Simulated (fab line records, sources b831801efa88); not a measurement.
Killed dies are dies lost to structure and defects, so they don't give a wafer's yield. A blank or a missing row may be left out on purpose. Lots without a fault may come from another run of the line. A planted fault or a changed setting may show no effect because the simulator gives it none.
fab line records | flow sky130
record lots=13 wafers=39 last_day=50
route steps=708 shown LDD_N@241 METAL1@454 VIA2@510 PAD_OPEN@708
lots that met no fault: from a run of the same line without faults
start_h: hours from the record's first day to the start of the lot's first wafer shown | wait_h: hours since the lot's step before | " the same as in the row above | L1.1+2: a row that stands for several wafers | - no value, or no start given | * or withheld: withheld | < > ~ a bound
route shown NAME@n: a module of which the file shows steps, and the number in the route of the first | usual: mean/standard deviation of fault-free wafers | same: alike in all rows | chamber/n: place in a boat | sites: the reading at each site | _std_site: their standard deviation | _edge_site: outer sites' mean less inner sites' | radius_mm: how far each site lies from the wafer's centre | mask NAME#n: copy n | behind: the tool/chamber that last shaped the wafer | hold: why the lot was held/for how many hours/how that ended | device: the transistor (n, p or np) that didn't switch | end of line: the same wafers' tests at the end of the route | a step without rows: its recipe alone | killed: dies lost to structure and defects at the first sort, not the wafer's yield | map: a wafer's dies, x killed, . not, _ none there
set.NAME: the setting as run; set.NAME@STEP: as run at that earlier step | model.NAME: the simulator's own value behind a step, which no gauge read
steps of the route over a sample of lots; a table a step, a row a wafer
services: from which hour (start_h, from the record's first day; less than 0 if before it) a tool's chamber was out of use, for how many hours, and why
## steps
# step SKY_LDD_N_EXPOSE_04
# recipe mask_id=NTM target_cd_nm=840 na=0.6 source_shape=conventional sigma_outer=0.6 dose_mj=110
# columns lot.wafer tool chamber start_h wait_h mask
L981.1+5+6 iline_stepper-02 0 375.70 - NTM#0
L982.1+5+6 iline_stepper-01 0 378.93 - NTM#0
L983.3+4+5 iline_stepper-02 0 392.58 - NTM#0
L984.3+4+6 iline_stepper-01 0 395.23 - NTM#0
L985.1+2+3 iline_stepper-02 0 402.70 - NTM#0
L988.1+3+6 iline_stepper-01 0 450.48 - NTM#0
L989.2+3+6 iline_stepper-01 0 457.23 - NTM#0
L990.2+4+6 iline_stepper-02 0 457.59 - NTM#0
L991.1+4+6 iline_stepper-01 0 467.06 - NTM#0
L994.2+5+6 iline_stepper-01 0 505.13 - NTM#0
L993.1+3+5 iline_stepper-02 0 506.73 - NTM#0
L101.1+2+6 iline_stepper-02 0 543.29 - NTM_R1#0
L104.1+5+6 iline_stepper-02 0 574.11 - NTM#0
# step SKY_METAL1_STRIP_20
# recipe chemistry=O2/N2 power_w=1400 pressure_mtorr=1500 platen_temp_c=withheld o2_flow_sccm=3000 n2_flow_sccm=300 overash_fraction=0.5
# usual drypump_motor_current_A=6.07/0.3 oes_product_au=0.341/0.0051 strip_time_to_endpoint_s=2.65/0.035
# columns lot.wafer tool chamber start_h wait_h drypump_motor_current_A oes_product_au rf_hours_counter_h strip_time_to_endpoint_s
L981.1 plasma_asher-03 1 761.81 0.1 5.98 0.339 32 2.68
L981.5 " 0 " " 6.46 0.344 - 2.67
L981.6 " 1 " " 6.00 0.340 - 2.67
L982.1 plasma_asher-01 0 761.91 0.1 6.42 0.343 2 2.67
L982.5 " 0 " " 6.41 0.344 - 2.69
L982.6 " 1 " " 5.96 0.346 - 2.70
L983.3 plasma_asher-03 1 772.34 0.1 6.04 0.340 - 2.67
L983.4 " 0 " " 6.44 0.342 - 2.61
L983.5 " 1 " " 6.03 0.342 - 2.68
L984.3 plasma_asher-03 0 777.18 0.1 6.44 0.344 - 2.59
L984.4 " 1 " " 6.00 0.353 - 2.68
L984.6 " 0 " " 6.44 0.347 - 2.70
L985.1 plasma_asher-03 1 781.91 0.1 6.00 0.332 34 2.65
L985.2 " 0 " " 6.40 0.335 34 2.60
L985.3 " 1 " " 6.03 0.342 - 2.59
L988.1 plasma_asher-01 1 824.21 0.1 5.92 0.341 8 2.66
L988.3 " 1 " " 5.93 0.342 - 2.63
L988.6 " 1 " " 5.94 0.345 - 2.64
L989.2 plasma_asher-03 0 830.85 0.1 6.44 0.350 39 2.67
L989.3 " 1 " " 5.98 0.337 - 2.64
L989.6 " 0 " " 6.42 0.344 - 2.74
L990.2 plasma_asher-02 1 831.26 0.1 5.58 0.350 71 2.71
L990.4 " 0 " " 5.84 0.339 - 2.67
L990.6 " 1 " " 5.57 0.345 - 2.65
L991.1 plasma_asher-03 0 839.66 0.1 6.44 0.341 40 2.64
L991.4 " 1 " " 6.03 0.343 - 2.64
L991.6 " 0 " " 6.42 0.335 - 2.64
L994.2 plasma_asher-02 0 872.21 0.1 5.82 0.348 75 2.69
L994.5 " 1 " " 5.57 0.335 - 2.66
L994.6 " 0 " " 5.83 0.347 - 2.68
L993.1 plasma_asher-03 0 872.90 0.1 6.40 0.339 43 2.61
L993.3 " 1 " " 6.00 0.346 - 2.65
L993.5 " 0 " " 6.43 0.334 - 2.67
L101.1 plasma_asher-02 1 903.50 0.1 5.55 0.339 79 2.69
L101.2 " 0 " " 5.82 0.346 79 2.68
L101.6 " 1 " " 5.55 0.341 - 2.69
L104.1 plasma_asher-02 0 926.76 0.1 5.84 0.329 81 2.62
L104.5 " 1 " " 5.56 0.344 - 2.64
L104.6 " 0 " " 5.85 0.340 - 2.62
# step SKY_VIA2_BOW_MEAS_03
# recipe mode=bow
# usual VIA2_BOW=85/8
# columns lot.wafer tool chamber start_h wait_h VIA2_BOW[um]
L982.1 film_metro-01 - 819.87 0.1 82
L982.5 " - " " 91
L982.6 " - " " 109
L981.1 film_metro-03 - 820.23 0.1 91
L981.5 " - " " 80
L981.6 " - " " 85
L983.3 film_metro-03 - 829.87 0.3 84
L983.4 " - " " 81
L983.5 " - " " 89
L984.3 film_metro-03 - 833.83 0.3 96
L984.4 " - " " 107
L984.6 " - " " 92
L985.1 film_metro-03 - 839.22 0.1 82
L985.2 " - " " 78
L985.3 " - " " 91
L988.1 film_metro-01 - 880.99 0.2 78
L988.3 " - " " 98
L988.6 " - " " 81
L989.2 film_metro-04 - 886.84 0.3 83
L989.3 " - " " 78
L989.6 " - " " 77
L990.2 film_metro-03 - 887.15 0.2 91
L990.4 " - " " 73
L990.6 " - " " 96
L991.1 film_metro-01 - 896.09 0.1 101
L991.4 " - " " 89
L991.6 " - " " 78
L994.2 film_metro-03 - 925.50 0.2 62
L994.5 " - " " 90
L994.6 " - " " 93
L993.1 film_metro-04 - 927.14 0.1 84
L993.3 " - " " 83
L993.5 " - " " 89
L101.1 film_metro-04 - 956.96 0.1 72
L101.2 " - " " 81
L101.6 " - " " 80
L104.1 film_metro-03 - 980.47 0.1 72
L104.5 " - " " 90
L104.6 " - " " 85
# step SKY_VIA2_THK_MEAS_23
# recipe thk_meas_gauge=xrf reads=W_of_VIA2_CVD_21
# usual VIA2_W_THK=421/4.9
# columns lot.wafer tool chamber start_h wait_h VIA2_W_THK[nm]
L982.1 film_metro-03 - 847.11 0.1 419
L982.5 " - " " 420
L982.6 " - " " 411
L981.1 film_metro-04 - 847.84 0.1 417
L981.5 " - " " 415
L981.6 " - " " 420
L983.3 film_metro-03 - 857.09 0.1 422
L983.4 " - " " 419
L983.5 " - " " 422
L984.3 film_metro-01 - 861.31 0.1 421
L984.4 " - " " 428
L984.6 " - " " 421
L985.1 film_metro-03 - 866.79 0.1 414
L985.2 " - " " 419
L985.3 " - " " 421
L988.1 film_metro-04 - 907.67 0.1 424
L988.3 " - " " 419
L988.6 " - " " 425
L989.2 film_metro-03 - 912.48 0.1 413
L989.3 " - " " 416
L989.6 " - " " 419
L990.2 film_metro-03 - 912.87 0.1 427
L990.4 " - " " 420
L990.6 " - " " 423
L991.1 film_metro-01 - 922.15 0.1 427
L991.4 " - " " 416
L991.6 " - " " 431
L994.2 film_metro-01 - 951.54 0.1 422
L994.5 " - " " 425
L994.6 " - " " 420
L993.1 film_metro-04 - 953.14 0.1 431
L993.3 " - " " 427
L993.5 " - " " 423
L101.1 film_metro-03 - 981.63 0.1 423
L101.2 " - " " 419
L101.6 " - " " 424
L104.1 film_metro-03 - 1005.03 0.1 421
L104.5 " - " " 411
L104.6 " - " " 418
# step SKY_PAD_OPEN_PROBE_99
# usual killed_at_M0_to_M3=44/7.1 killed_at_M4_up=3.3/1.8 killed_at_contacts=24/5.1 killed_at_front_end=16/4.7 killed_at_other=0.3/0.52 killed_dies=87/9.7 killed_on_rim=17/3.8 killed_open=47/6.8 killed_short=39/6.7
# same gross_dies=492 killed_at_back_side=0
# columns lot.wafer tool chamber start_h wait_h killed_at_M0_to_M3 killed_at_M4_up killed_at_contacts killed_at_front_end killed_at_other killed_dies killed_on_rim killed_open killed_short
L982.1 prober-01 - 1071.23 0.1 46 3 30 22 0 101 16 64 37
L982.5 prober-01 - 1071.43 0.2 60 4 36 8 0 108 24 58 50
L982.6 prober-01 - 1071.48 0.2 45 0 22 13 0 80 13 42 38
L985.1 prober-01 - 1089.24 0.1 45 5 15 12 0 77 23 42 35
L985.2 prober-01 - 1089.29 0.1 47 3 33 7 0 90 14 46 43
L985.3 prober-01 - 1089.34 0.2 42 0 23 18 0 83 18 47 36
L990.2 prober-02 - 1125.73 0.1 42 5 18 15 0 80 14 41 38
L990.4 prober-02 - 1125.83 0.2 53 4 22 13 0 92 16 51 41
L990.6 prober-02 - 1125.93 0.2 42 3 18 14 0 77 14 53 24
L104.1 prober-02 - 1192.17 0.1 54 2 22 24 2 104 15 54 49
L104.5 prober-02 - 1192.37 0.2 31 3 25 16 1 76 14 38 37
L104.6 prober-02 - 1192.42 0.2 44 5 25 16 0 90 21 45 45
# killed by level:class
L982.1 VIA2:geometric_particle:open=13 CONTACT:geometric_particle:open=12 LI_CONTACT:geometric_particle:open=9 VIA1:geometric_particle:open=8 VIA1:geometric_particle:short=7 POLY_GATE:geometric_particle:open=6 METAL1:geometric_particle:short=6 VIA3:geometric_particle:open=5
L982.5 VIA1:geometric_particle:open=16 CONTACT:geometric_particle:open=15 METAL1:geometric_particle:short=11 VIA2:geometric_particle:open=9 LI_CONTACT:geometric_particle:open=8 LI_CONTACT:geometric_particle:short=6 VIA1:geometric_particle:short=6 LOCAL_INTERCONNECT:geometric_particle:short=5
L982.6 VIA1:geometric_particle:open=14 CONTACT:geometric_particle:open=8 LI_CONTACT:geometric_particle:open=6 CONTACT:geometric_particle:short=6 VIA1:geometric_particle:short=6 VIA2:geometric_particle:short=6 METAL3:geometric_particle:short=6 FIELD_ISO:geometric_particle:open=4
L985.1 VIA1:geometric_particle:open=13 METAL2:geometric_particle:short=9 VIA3:geometric_particle:open=6 CONTACT:geometric_particle:open=5 VIA3:geometric_particle:short=5 FIELD_ISO:geometric_particle:short=4 FIELD_ISO:geometric_particle:open=4 LOCAL_INTERCONNECT:geometric_particle:short=4
L985.2 CONTACT:geometric_particle:open=12 VIA1:geometric_particle:open=10 METAL1:geometric_particle:short=9 VIA3:geometric_particle:open=7 LI_CONTACT:geometric_particle:open=5 LOCAL_INTERCONNECT:geometric_particle:short=5 CONTACT:geometric_particle:short=5 VIA2:geometric_particle:open=5
L985.3 VIA1:geometric_particle:open=10 FIELD_ISO:geometric_particle:open=7 VIA2:geometric_particle:open=7 LI_CONTACT:geometric_particle:open=6 VIA3:geometric_particle:open=6 CONTACT:geometric_particle:short=6 CONTACT:geometric_particle:open=6 LOCAL_INTERCONNECT:geometric_particle:short=5
L990.2 VIA1:geometric_particle:open=12 CONTACT:geometric_particle:open=7 METAL4:geometric_particle:short=5 VIA3:geometric_particle:open=5 VIA1:geometric_particle:short=5 FIELD_ISO:geometric_particle:short=4 POLY_GATE:geometric_particle:open=4 LOCAL_INTERCONNECT:geometric_particle:short=4
L990.4 VIA1:geometric_particle:open=20 CONTACT:geometric_particle:open=10 CONTACT:geometric_particle:short=6 METAL2:geometric_particle:short=6 VIA2:geometric_particle:open=6 METAL1:geometric_particle:short=5 VIA3:geometric_particle:open=5 POLY_GATE:geometric_particle:short=4
L990.6 VIA1:geometric_particle:open=12 VIA2:geometric_particle:open=9 CONTACT:geometric_particle:open=8 VIA3:geometric_particle:open=7 FIELD_ISO:geometric_particle:open=4 LI_CONTACT:geometric_particle:open=4 VIA1:geometric_particle:short=4 VIA3:geometric_particle:short=4
L104.1 VIA1:geometric_particle:open=16 CONTACT:geometric_particle:open=9 FIELD_ISO:geometric_particle:short=8 VIA3:geometric_particle:open=7 VIA1:geometric_particle:short=7 VIA2:geometric_particle:open=6 CONTACT:geometric_particle:short=5 METAL2:geometric_particle:short=5
L104.5 CONTACT:geometric_particle:open=9 METAL2:geometric_particle:short=8 FIELD_ISO:geometric_particle:open=7 CONTACT:geometric_particle:short=7 LI_CONTACT:geometric_particle:open=4 VIA1:geometric_particle:short=4 VIA1:geometric_particle:open=4 LOCAL_INTERCONNECT:geometric_particle:open=3
L104.6 VIA1:geometric_particle:short=7 LOCAL_INTERCONNECT:geometric_particle:short=7 CONTACT:geometric_particle:open=7 METAL1:geometric_particle:short=7 VIA2:geometric_particle:open=6 POLY_GATE:geometric_particle:open=6 METAL2:geometric_particle:short=5 VIA3:geometric_particle:open=5
## services
# columns tool chamber start_h hours kind
iline_stepper-02 - 363.22 1.7 pm
iline_stepper-02 - 387.04 4.9 repair
plasma_asher-03 - 403.94 1.8 repair
plasma_asher-03 - 421.25 9.0 pm
iline_stepper-01 - 438.61 2.1 pm
iline_stepper-02 - 481.19 4.4 pm
plasma_asher-03 - 483.82 0.5 repair
iline_stepper-01 - 522.50 1.7 pm
plasma_asher-03 - 535.53 1.2 repair
plasma_asher-03 - 552.25 15.6 pm
iline_stepper-02 - 581.40 1.7 pm
iline_stepper-02 - 588.17 3.9 repair
plasma_asher-03 - 596.08 0.3 repair
iline_stepper-01 - 604.78 4.4 pm
iline_stepper-01 - 622.15 0.9 repair
iline_stepper-02 - 623.04 4.3 pm
plasma_asher-03 - 642.81 1.4 repair
plasma_asher-03 - 659.61 1.0 repair
iline_stepper-01 - 740.61 1.7 pm
iline_stepper-02 - 750.95 1.5 repair
iline_stepper-02 - 799.58 1.7 pm
iline_stepper-02 - 808.07 1.5 repair
plasma_asher-03 - 918.81 0.8 repair
plasma_asher-03 - 919.86 1.5 repair
## key
first_sign step=SKY_LDD_N_EXPOSE_04 reading=mask direction=changed
effect none on later readings
met_at SKY_LDD_N_EXPOSE_04
struck_lots L101
tester_left_out L101
not_acting_at SKY_METAL1_STRIP_20,SKY_VIA2_BOW_MEAS_03,SKY_VIA2_THK_MEAS_23
onset_between 506.73 543.29
fault kind=wrong_mask tool=any chamber=- onset_h=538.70 steps=SKY_LDD_N_EXPOSE_04 aux_copy=NTM_R1#0 cd_offset_nm=-101 scope=struck_lots_only
# tester_left_out: of these lots the tester's yield and bins aren't shown, on N5 and GAA mostly nor the transistor test; their killed dies are dies lost to structure and defects alone, not to doping, threshold or leakage, so they don't give the yield
